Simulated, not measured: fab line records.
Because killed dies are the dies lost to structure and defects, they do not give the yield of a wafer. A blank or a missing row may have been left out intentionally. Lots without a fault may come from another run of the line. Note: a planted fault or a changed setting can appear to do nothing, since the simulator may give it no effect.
Which tool is to blame?    flow sky130    17 wafers sampled from 6 lots at 1 step of a route of 708

## WHAT THE GAUGES SHOWED, per wafer
SKY_FIELD_ISO_THK_MEAS_23.
lot   measured     on            FIELD_ISO_OXIDATION_01_THK (nm)
L281  day 3 00:06  filmMetro-01  9.70 9.80 9.66
L283  day 3 21:05  filmMetro-04  9.91 9.91 10.16
L287  day 4 08:17  filmMetro-01  9.73 9.62
L295  day 5 22:26  filmMetro-04  9.72 9.70 9.82
L299  day 6 20:43  filmMetro-02  9.97 10.10 9.87
L301  day 7 06:40  filmMetro-04  10.04 10.04 10.01

## TOOL THAT RAN EACH LOT (tool first, then ch and the chambers of the sampled wafers, then the start)
Before these readings, the record contains no process step.

## THE ANSWER, worked out from the rows above alone
Rule: the usual values come from the lots themselves. Put in order of their means at a reading, lots are off if they are a third of the lots or fewer, leave a main group of 4 or more, and stand apart from it by a gap of 3 or more times the standard deviation of the main group's means; of several such gaps the widest counts. If all means in a main group match to the digits the tables above print for the reading, that group is not used. Also off: a lot with no number at a reading for which 4 or more lots have one. Where the step has rows for the other lots, those lots are counted as sound.
No lot is off at any reading shown: from this, nothing can be told.

## WHAT HAD BEEN PUT IN BY THE SIMULATOR
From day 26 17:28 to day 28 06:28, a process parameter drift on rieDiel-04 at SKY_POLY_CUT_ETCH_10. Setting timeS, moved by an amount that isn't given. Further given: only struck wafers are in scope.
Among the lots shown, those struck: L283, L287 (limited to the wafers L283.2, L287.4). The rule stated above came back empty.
